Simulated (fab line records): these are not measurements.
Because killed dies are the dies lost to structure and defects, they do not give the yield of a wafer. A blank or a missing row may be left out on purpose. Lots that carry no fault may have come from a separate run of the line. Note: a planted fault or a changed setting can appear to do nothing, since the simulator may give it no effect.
A sampling plan put to the test / flow sky130 / one fab line, 20 faults that these records tell of, each judged on the records of the lots that it struck
The plan consists of the line's own looks: route steps at which the wafer is read by a gauge or an inspection but not changed. Where struck wafers have a number at a look and the file lists that look's usual mean and standard deviation on fault-free wafers, the look can be judged. Caught: 4 or more of those standard deviations (sigma) separate the usual mean from the mean of the struck wafers at a look after the fault's first step. On the tool: here the same test is run on the tool's own readings at the fault's steps. Also counted as caught: the struck wafers showing another recipe, or a record that is empty for them alone.

THE FAULTS, as the simulator had put them in
1. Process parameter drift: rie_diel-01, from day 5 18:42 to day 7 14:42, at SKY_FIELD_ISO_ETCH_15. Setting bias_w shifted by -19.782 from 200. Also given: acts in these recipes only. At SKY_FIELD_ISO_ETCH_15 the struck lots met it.
2. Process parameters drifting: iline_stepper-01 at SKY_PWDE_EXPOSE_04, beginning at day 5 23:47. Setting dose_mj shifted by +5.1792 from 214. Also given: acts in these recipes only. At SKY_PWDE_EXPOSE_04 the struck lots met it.
3. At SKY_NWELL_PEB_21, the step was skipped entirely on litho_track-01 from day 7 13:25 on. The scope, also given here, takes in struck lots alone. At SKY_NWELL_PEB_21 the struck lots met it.
4. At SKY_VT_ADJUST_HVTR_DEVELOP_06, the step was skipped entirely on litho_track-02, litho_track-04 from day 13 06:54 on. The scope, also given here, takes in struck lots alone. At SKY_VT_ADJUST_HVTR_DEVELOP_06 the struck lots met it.
5. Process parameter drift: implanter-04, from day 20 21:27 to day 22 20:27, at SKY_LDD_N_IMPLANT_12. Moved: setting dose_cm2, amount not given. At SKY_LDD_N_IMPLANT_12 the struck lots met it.
6. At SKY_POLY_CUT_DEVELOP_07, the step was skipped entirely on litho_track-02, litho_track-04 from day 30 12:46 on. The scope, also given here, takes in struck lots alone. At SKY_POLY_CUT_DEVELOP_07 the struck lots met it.
7. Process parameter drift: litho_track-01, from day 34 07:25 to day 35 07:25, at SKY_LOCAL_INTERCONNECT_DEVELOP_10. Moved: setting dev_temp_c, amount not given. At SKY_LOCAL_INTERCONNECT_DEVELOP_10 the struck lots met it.
8. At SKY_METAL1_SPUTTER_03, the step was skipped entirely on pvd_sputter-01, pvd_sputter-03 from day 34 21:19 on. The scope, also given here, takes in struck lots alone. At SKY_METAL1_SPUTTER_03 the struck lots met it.
9. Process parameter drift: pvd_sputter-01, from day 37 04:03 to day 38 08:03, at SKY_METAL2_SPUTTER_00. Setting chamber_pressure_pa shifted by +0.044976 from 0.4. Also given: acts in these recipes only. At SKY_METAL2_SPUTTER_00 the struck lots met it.
10. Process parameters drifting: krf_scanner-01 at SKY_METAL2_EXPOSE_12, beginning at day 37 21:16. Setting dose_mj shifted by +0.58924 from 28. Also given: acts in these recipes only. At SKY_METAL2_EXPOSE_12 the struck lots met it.
11. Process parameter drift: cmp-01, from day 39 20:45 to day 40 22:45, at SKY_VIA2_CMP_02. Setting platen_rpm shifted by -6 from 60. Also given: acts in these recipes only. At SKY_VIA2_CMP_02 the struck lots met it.
12. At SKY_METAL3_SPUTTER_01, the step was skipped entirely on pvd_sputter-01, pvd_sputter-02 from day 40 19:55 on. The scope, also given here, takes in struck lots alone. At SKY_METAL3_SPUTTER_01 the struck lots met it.
13. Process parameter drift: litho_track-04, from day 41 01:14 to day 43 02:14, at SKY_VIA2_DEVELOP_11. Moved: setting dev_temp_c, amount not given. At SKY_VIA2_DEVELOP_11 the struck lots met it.
14. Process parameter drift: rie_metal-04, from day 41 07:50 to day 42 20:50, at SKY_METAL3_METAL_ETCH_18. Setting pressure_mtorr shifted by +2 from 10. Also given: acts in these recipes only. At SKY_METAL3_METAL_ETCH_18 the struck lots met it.
15. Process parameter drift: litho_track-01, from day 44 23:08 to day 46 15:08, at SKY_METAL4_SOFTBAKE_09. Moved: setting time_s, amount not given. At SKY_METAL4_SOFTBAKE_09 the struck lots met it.
16. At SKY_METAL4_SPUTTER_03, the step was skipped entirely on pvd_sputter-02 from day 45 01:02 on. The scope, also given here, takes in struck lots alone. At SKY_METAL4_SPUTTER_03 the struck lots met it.
17. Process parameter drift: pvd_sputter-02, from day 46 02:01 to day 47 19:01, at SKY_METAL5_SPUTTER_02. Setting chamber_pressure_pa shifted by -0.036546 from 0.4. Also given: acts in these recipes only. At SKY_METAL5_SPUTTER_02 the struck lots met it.
18. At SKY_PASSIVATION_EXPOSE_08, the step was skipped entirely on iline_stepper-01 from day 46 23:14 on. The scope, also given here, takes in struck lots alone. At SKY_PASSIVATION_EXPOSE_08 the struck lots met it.
19. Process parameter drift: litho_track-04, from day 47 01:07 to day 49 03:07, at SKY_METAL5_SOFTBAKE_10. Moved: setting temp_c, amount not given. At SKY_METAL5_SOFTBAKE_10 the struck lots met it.
20. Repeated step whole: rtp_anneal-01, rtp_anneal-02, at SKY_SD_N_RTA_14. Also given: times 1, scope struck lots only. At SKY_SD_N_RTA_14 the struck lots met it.

WHAT THE PLAN SAW
fault=1; on the tool itself=bias_w -28 sigma; first look that catches it=not the one look that can be judged after it; reading, sigma=-; median hours from its first step to that look=-; hours from the fault's start to the first struck lot there=-; judged looks passed uncaught=1
fault=2; on the tool itself=exposure_dose_mJ_cm2 +22 sigma; first look that catches it=no look after it can be judged; reading, sigma=-; median hours from its first step to that look=-; hours from the fault's start to the first struck lot there=-; judged looks passed uncaught=0
fault=3; on the tool itself=the tool's record is blank for the struck wafers; first look that catches it=none of the 2 looks that can be judged after it; reading, sigma=-; median hours from its first step to that look=-; hours from the fault's start to the first struck lot there=-; judged looks passed uncaught=2
fault=4; on the tool itself=the tool's record is blank for the struck wafers; first look that catches it=none of the 2 looks that can be judged after it; reading, sigma=-; median hours from its first step to that look=-; hours from the fault's start to the first struck lot there=-; judged looks passed uncaught=2
fault=5; on the tool itself=dose_ions_cm2 +99 or beyond sigma; first look that catches it=not the one look that can be judged after it; reading, sigma=-; median hours from its first step to that look=-; hours from the fault's start to the first struck lot there=-; judged looks passed uncaught=1
fault=6; on the tool itself=the tool's record is blank for the struck wafers; first look that catches it=no look after it can be judged; reading, sigma=-; median hours from its first step to that look=-; hours from the fault's start to the first struck lot there=-; judged looks passed uncaught=0
fault=7; on the tool itself=developer_temp_C +18 sigma; first look that catches it=not the one look that can be judged after it; reading, sigma=-; median hours from its first step to that look=-; hours from the fault's start to the first struck lot there=-; judged looks passed uncaught=1
fault=8; on the tool itself=the tool's record is blank for the struck wafers; first look that catches it=not the one look that can be judged after it; reading, sigma=-; median hours from its first step to that look=-; hours from the fault's start to the first struck lot there=-; judged looks passed uncaught=1
fault=9; on the tool itself=chamber_pressure_pa +57 sigma; first look that catches it=no look after it can be judged; reading, sigma=-; median hours from its first step to that look=-; hours from the fault's start to the first struck lot there=-; judged looks passed uncaught=0
fault=10; on the tool itself=exposure_dose_mJ_cm2 +18 sigma; first look that catches it=not the one look that can be judged after it; reading, sigma=-; median hours from its first step to that look=-; hours from the fault's start to the first struck lot there=-; judged looks passed uncaught=1
fault=11; on the tool itself=platen_rpm -99 or beyond sigma; first look that catches it=not the one look that can be judged after it; reading, sigma=-; median hours from its first step to that look=-; hours from the fault's start to the first struck lot there=-; judged looks passed uncaught=1
fault=12; on the tool itself=the tool's record is blank for the struck wafers; first look that catches it=no look after it can be judged; reading, sigma=-; median hours from its first step to that look=-; hours from the fault's start to the first struck lot there=-; judged looks passed uncaught=0
fault=13; on the tool itself=developer_temp_C +21 sigma; first look that catches it=no look after it can be judged; reading, sigma=-; median hours from its first step to that look=-; hours from the fault's start to the first struck lot there=-; judged looks passed uncaught=0
fault=14; on the tool itself=chamber_pressure_mTorr +99 or beyond sigma; first look that catches it=not the one look that can be judged after it; reading, sigma=-; median hours from its first step to that look=-; hours from the fault's start to the first struck lot there=-; judged looks passed uncaught=1
fault=15; on the tool itself=run_length_s -99 or beyond sigma; first look that catches it=no look after it can be judged; reading, sigma=-; median hours from its first step to that look=-; hours from the fault's start to the first struck lot there=-; judged looks passed uncaught=0
fault=16; on the tool itself=the tool's record is blank for the struck wafers; first look that catches it=no look after it can be judged; reading, sigma=-; median hours from its first step to that look=-; hours from the fault's start to the first struck lot there=-; judged looks passed uncaught=0
fault=17; on the tool itself=chamber_pressure_pa -42 sigma; first look that catches it=no look after it can be judged; reading, sigma=-; median hours from its first step to that look=-; hours from the fault's start to the first struck lot there=-; judged looks passed uncaught=0
fault=18; on the tool itself=no reading that can be judged; first look that catches it=no look after it can be judged; reading, sigma=-; median hours from its first step to that look=-; hours from the fault's start to the first struck lot there=-; judged looks passed uncaught=0
fault=19; on the tool itself=heater_power_total_W +25 sigma; first look that catches it=not the one look that can be judged after it; reading, sigma=-; median hours from its first step to that look=-; hours from the fault's start to the first struck lot there=-; judged looks passed uncaught=1
fault=20; on the tool itself=under 2 sigma; first look that catches it=none of the 2 looks that can be judged after it; reading, sigma=-; median hours from its first step to that look=-; hours from the fault's start to the first struck lot there=-; judged looks passed uncaught=2
A dash: the fault is not caught, or the number is missing from these records.

Caught at a look: 0 of 20. Caught on the tool: 18 of 20. By one or the other: 18 of 20.
Faults 1, 2, 3, 4, 5, 6, 7, 8, 9, 10, 11, 12, 13, 14, 15, 16, 17, 19 were caught on the tool alone.
Caught by neither: faults 18, 20.
